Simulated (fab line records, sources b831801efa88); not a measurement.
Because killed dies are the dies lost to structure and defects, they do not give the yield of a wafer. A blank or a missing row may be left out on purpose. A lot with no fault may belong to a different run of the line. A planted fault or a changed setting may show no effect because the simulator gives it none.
Tool commonality check -- flow gf180mcu -- 14 lots, 48 wafers sampled

== REASON IT WAS OPENED ==
GF_NWELL_TW_MEAS_11, reading NWELL_TW: flagged on 2 of 14 lots. Fault-free wafers read 1573, with a standard deviation of 13.
Rule: a lot is flagged when every wafer of it that has a number lies more than 4 standard deviations from that mean, or none has a number. All remaining lots are regarded as sound.

lot,measured,on,"NWELL_TW, wafer by wafer",flag
L717,day 3 12:45,filmMetro-01,1576 1577 1577,
L718,day 3 15:56,filmMetro-03,1563 1567 1570,
L719,day 3 21:57,filmMetro-03,1556 1565 1567,
L720,day 4 02:38,filmMetro-02,1572 1574 1570,
L721,day 4 10:22,filmMetro-03,1560 1568 1573,
L724,day 4 21:18,filmMetro-02,1564 1566 1572,
L726,day 5 13:06,filmMetro-01,1585 1587 1588,
L727,day 5 14:38,filmMetro-01,1592 1589 1594,
L728,day 5 17:38,filmMetro-03,1548 1551 1555,
L729,day 6 02:20,filmMetro-02,1547 1567 1562,
L733,day 6 22:33,filmMetro-02,1488 1487 1491 1486 1497 1490,FLAGGED
L734,day 7 04:34,filmMetro-03,1495 1486 1492 1492 1494 1489,FLAGGED
L739,day 8 07:17,filmMetro-01,1589 1593 1586,
L740,day 8 12:43,filmMetro-03,1562 1567 1556,
Average over the flagged lots: 1491; offset from the usual -82, equal to -6 standard deviations.

== WHICH TOOL RAN EACH LOT ==
The record holds 1 process step before the reading, out of a route of 602 steps. Each cell gives the tool, then ch followed by the chambers the sampled wafers passed through, then the start.
lot,flag,GF_NWELL_IMPLANT_09
L717,,"implanter-03 ch 0, day 3 12:31"
L718,,"implanter-02 ch 0, day 3 15:44"
L719,,"implanter-02 ch 0, day 3 21:44"
L720,,"implanter-03 ch 0, day 4 02:23"
L721,,"implanter-02 ch 0, day 4 10:07"
L724,,"implanter-04 ch 0, day 4 21:04"
L726,,"implanter-02 ch 0, day 5 12:53"
L727,,"implanter-03 ch 0, day 5 14:24"
L728,,"implanter-02 ch 0, day 5 17:23"
L729,,"implanter-03 ch 0, day 6 02:06"
L733,FLAGGED,"implanter-03, day 6 22:19"
L734,FLAGGED,"implanter-03, day 7 04:19"
L739,,"implanter-03 ch 0, day 8 07:02"
L740,,"implanter-02 ch 0, day 8 12:28"
What the steps here do:
- GF_NWELL_IMPLANT_09
- GF_NWELL_TW_MEAS_11

== FLAGGED OVER TOTAL, TOOL BY TOOL (the gauges that took the reading come last) ==
step,tool,lots run,flagged,share of the flagged lots,sound lots run after its first flagged lot
GF_NWELL_IMPLANT_09,implanter-02,6,0,none,-
GF_NWELL_IMPLANT_09,implanter-03,7,2,all,1 (L739)
GF_NWELL_IMPLANT_09,implanter-04,1,0,none,-
GF_NWELL_TW_MEAS_11,filmMetro-01,4,0,none,-
GF_NWELL_TW_MEAS_11,filmMetro-02,4,1,some,0
GF_NWELL_TW_MEAS_11,filmMetro-03,6,1,some,1 (L740)

== THE TABLE: WHAT IT ALLOWS ==
Rows of the table that ran each flagged lot: 1, that is implanter-03 at GF_NWELL_IMPLANT_09.
- implanter-03 at GF_NWELL_IMPLANT_09 ran 7 lots, 2 of them flagged. After the first flagged lot (L739), sound lots still ran on it; a lasting fault on the whole tool would not permit that. On the flagged lots its readings are blank where sound lots have values: beamEnergyKeV, beamOnS, tiltDeg.
Every row of the table either missed a flagged lot or ran a sound lot after the first.

== WHAT THE SIMULATOR PUT IN ==
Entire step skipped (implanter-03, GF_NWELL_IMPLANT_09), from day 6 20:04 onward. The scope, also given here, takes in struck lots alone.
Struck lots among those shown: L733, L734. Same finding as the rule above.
